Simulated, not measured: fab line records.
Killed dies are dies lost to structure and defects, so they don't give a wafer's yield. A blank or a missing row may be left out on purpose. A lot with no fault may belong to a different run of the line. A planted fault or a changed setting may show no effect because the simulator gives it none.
Comparing a struck lot with a sound one | flow sky130 | 30 steps out of a route of 708
Sound: wafers L204.1, L204.2, L204.3. Wafers struck: L216.2, L216.3, L216.5. Last of all comes the cause.
Order at every step that has rows: each side's tool, ch and its chambers, its first start. Under that, the readings that differ: sound wafers | struck wafers | difference of the means | sigmas: that difference in standard deviations of wafers without a fault.
alike: words and numbers the same on both sides, and readings whose means are apart by under 2 such deviations; not compared: readings that were withheld, readings missing a value for some wafer, numbers with overlapping values and no deviation given by the record, and bounds like >300 which may hide the same value.
The two part at a step that has a row with sigmas, a row that says differs or no value, or rows on one side only. Non-overlapping numbers with no deviation appear without sigmas and do not part them. A reading missing from all wafers of one side parts the sides only when that side holds two or more wafers.

first, 5 steps without rows for these wafers: SKY_SONOS_ONO_COAT_08 (resist thk 1140 nm); SKY_SONOS_ONO_SOFTBAKE_09 (time 60 s); SKY_SONOS_ONO_EXPOSE_10 (exposes mask ONOM, target cd 410 nm); SKY_SONOS_ONO_PEB_11; SKY_SONOS_ONO_DEVELOP_12 (develop time 60 s).
SKY_SONOS_ONO_CD_MEAS_13: the cd target is 410 nm.
  sound on cd sem-02 at day 12 11:08; struck on cd sem-01 at day 16 21:18
  alike: cd nm
SKY_SONOS_ONO_OVL_MEAS_14:
  sound on overlay-01 at day 12 11:16; struck on overlay-02 at day 16 21:24
  alike: SONOS_ONO_OVL
SKY_SONOS_ONO_ETCH_15: etches the open film in CHF3/O2, target depth 19.52 nm, time 7.8 s.
  sound on rie diel-02 ch 1,2,3, day 12 11:17; struck on rie diel-02 ch 1,2, day 16 21:26
  alike: chf3 flow sccm, drypump motor current A, oes product au, throttle valve pct
  not compared: rf hours counter h
then, 1 step without rows for these wafers: SKY_SONOS_ONO_WET_ETCH_16 (etches SiO2 in dHF, target depth 14 nm, time 280 s).
SKY_SONOS_ONO_STRIP_17: strips in O2/N2.
  sound on plasma asher-04 ch 0,1, day 12 11:25; struck on plasma asher-01 ch 0,1, day 16 21:32
  alike: drypump motor current A, n2 flow sccm, oes product au, strip time to endpoint s
  not compared: rf hours counter h
then, 2 steps without rows for these wafers: SKY_SONOS_ONO_WET_ETCH_18 (etches Si3N4 in H3PO4, target depth 15 nm, time 172 s); SKY_GATE_OXIDE_CLEAN_00 (cleans in SC1/SC2, time 150 s).
SKY_GATE_OXIDE_OXIDATION_01: stabilise 600 s, purge 300 s, target thk 10.268 nm.
  sound on furnace-01 ch 0, day 12 11:37; struck on furnace-01 ch 0, day 16 23:20
  alike: ox temp c
SKY_GATE_OXIDE_THK_MEAS_02:
  sound on film metro-01 at day 12 13:02; struck on film metro-03 at day 17 00:45
  reading                          | sound             | struck            | difference | sigmas
  GATE_OXIDE_OXIDATION_00_THK (nm) | 10.25 10.36 10.22 | 17.10 16.81 16.84 | +6.64      | +39
then, 7 steps without rows for these wafers: SKY_GATE_OXIDE_DEHYDRATE_03 (time 60 s); SKY_GATE_OXIDE_HMDS_04 (prime time 60 s); SKY_GATE_OXIDE_COAT_05 (resist thk 1140 nm); SKY_GATE_OXIDE_SOFTBAKE_06 (time 60 s); SKY_GATE_OXIDE_EXPOSE_07 (exposes mask LVOM, target cd 600 nm); SKY_GATE_OXIDE_PEB_08; SKY_GATE_OXIDE_DEVELOP_09 (develop time 60 s).
SKY_GATE_OXIDE_OVL_MEAS_10:
  sound on overlay-01 at day 13 14:40; struck on overlay-02 at day 18 04:22
  alike: GATE_OXIDE_OVL
then, 2 steps without rows for these wafers: SKY_GATE_OXIDE_IMPLANT_11; SKY_GATE_OXIDE_WET_ETCH_12 (etches SiO2 in dHF, target depth 16.8 nm, time 336 s).
SKY_GATE_OXIDE_STRIP_13: strips in O2/N2.
  sound on plasma asher-03 ch 0,1, day 13 14:58; struck on plasma asher-02 ch 0,1, day 18 04:39
  alike: drypump motor current A, n2 flow sccm, oes product au, strip time to endpoint s
  not compared: rf hours counter h
SKY_GATE_OXIDE_TW_MEAS_14:
  sound on film metro-03 at day 13 15:04; struck on film metro-03 at day 18 04:46
  alike: GATE_OXIDE_TW
SKY_GATE_OXIDE_CLEAN_15: cleans in SC1/SC2, time 150 s.
  sound on wet bench-02 ch 2, day 13 15:07; struck on wet bench-03 ch 3, day 18 04:49
  reading                                           | sound             | struck           | difference | sigmas
  model.SiO2_of_GATE_OXIDE_OXIDATION_01.thk nm (nm) | 9.906 10.04 9.884 | 16.74 16.47 16.5 | +6.63      |
SKY_GATE_OXIDE_OXIDATION_16: stabilise 600 s, purge 300 s, target thk 3.57 nm.
  sound on furnace-01 ch 0, day 13 15:13; struck on furnace-01 ch 0, day 18 05:11
  reading                                           | sound            | struck           | difference | sigmas
  model.SiO2_of_GATE_OXIDE_OXIDATION_01.thk nm (nm) | 11.57 11.7 11.56 | 18.04 17.79 17.8 | +6.27      |
  alike: ox temp c
then, 1 step without rows for these wafers: SKY_POLY_GATE_CVD_00 (deposits poly-Si, target thk 180 nm, time 720 s).
-- here the record skips 31 days between the struck wafers' starts before and after, leaving off in module POLY_GATE and picking up in module PAD_OPEN (first step shown: number 708 of the route) --
SKY_PAD_OPEN_PROBE_99:
  sound on prober-01 at day 45 12:35; struck on prober-01 at day 48 21:34
  reading                                | sound                         | struck                        | difference | sigmas
  model.etest.nfet_16v.r on ohm um       | 1.429e+04 1.44e+04 1.434e+04  | 1.746e+04 1.734e+04 1.734e+04 | +3.037e+03 |
  model.etest.tip sonos.rs ohm sq        | 2687 2711 2680                | 5666 5477 5488                | +2851      |
  model.etest.pfet_16v.r on ohm um       | 1.494e+04 1.559e+04 1.501e+04 | 1.728e+04 1.705e+04 1.72e+04  | +1.997e+03 |
  model.etest.pfet g5v0d10v5.r on ohm um | 4732 4762 4757                | 6366 6227 6308                | +1550      |
  model.etest.nfet g5v0d10v5.r on ohm um | 1898 1900 1894                | 2482 2418 2433                | +547       |
  model.etest.tip p.rs ohm sq            | 6909 6910 6866                | 7255 7243 7248                | +354       |
  model.etest.pfet_01v8.r on ohm um      | 2907 2923 2880                | 3139 3024 3062                | +172       |
  model.etest.nfet g5v0d10v5.drive ua um | 612.5 600.9 610.8             | 388.8 396.1 398.4             | -213.6     |
  alike: killed_at_M0_to_M3, killed_at_M4_up, killed at contacts, killed at front end, killed at other, killed dies, killed open, killed short

== WHERE THEY PART ==
Within this record, at SKY_GATE_OXIDE_THK_MEAS_02 only. Later steps at which nothing parts them and some readings are alike: SKY_GATE_OXIDE_OVL_MEAS_10, SKY_GATE_OXIDE_STRIP_13, SKY_GATE_OXIDE_TW_MEAS_14, SKY_GATE_OXIDE_OXIDATION_16, SKY_PAD_OPEN_PROBE_99.

WHY: the cause the simulator had injected
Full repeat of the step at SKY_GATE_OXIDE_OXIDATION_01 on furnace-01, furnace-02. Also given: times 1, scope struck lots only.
